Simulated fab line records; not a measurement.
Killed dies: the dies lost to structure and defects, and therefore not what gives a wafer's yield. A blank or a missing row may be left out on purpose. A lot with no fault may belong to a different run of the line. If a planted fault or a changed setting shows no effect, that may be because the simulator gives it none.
Chamber matching | flow sky130 | SKY_SONOS_ONO_ETCH_15 on rie_diel-02 has 3 sister chambers
The step etches the open film in CHF3/O2, target depth 19.52 nm, time 7.8 s. 6 wafers are shown with their chamber, then 5 later ones without.

== EACH WAFER AND ITS CHAMBER ==
wafer  | chamber | drypump_motor_current_A (A) | oes_product_au (a.u.)
L087.3 | 0       | 6.7                         | 0.998
L091.4 | 1       | 5.5                         | 1.028
L091.5 | 1       | 5.5                         | 1.011
L091.6 | 2       | 5.6                         | 0.993
L092.1 | 2       | 5.6                         | 1.000
L092.4 | 0       | 6.6                         | 0.978

== WAFERS MISSING THEIR CHAMBER ==
wafer  | drypump_motor_current_A (A) | oes_product_au (a.u.)
L093.3 | 5.5                         | 1.038
L093.5 | 6.6                         | 1.001
L094.1 | 5.6                         | 0.995
L094.2 | 6.6                         | 0.985
L094.5 | 6.6                         | 0.984

== EACH ONE'S CHAMBER ==
wafer  | from the rows above | in truth
L093.3 | 1                   | 1
L093.5 | 0                   | 0
L094.1 | 2                   | 2
L094.2 | 0                   | 0
L094.5 | 0                   | 0
Correctly placed: 5 of 5. From these rows, 0 cannot be placed. Placed wrongly: 0.
How it was worked out, from the rows above alone: a wafer's distance from a chamber is the root of the sum, over the readings, of the square of ((its reading less the chamber's mean) divided by the reading's scatter). If the next closest chamber is less than 2 further off than the closest, the wafer can't be placed; otherwise it belongs to the closest. Each chamber's mean is taken over the wafers shown for it. The scatter is the square root of a quotient: the sum, over the shown wafers, of each reading's squared deviation from its chamber's mean, divided by wafers minus chambers.
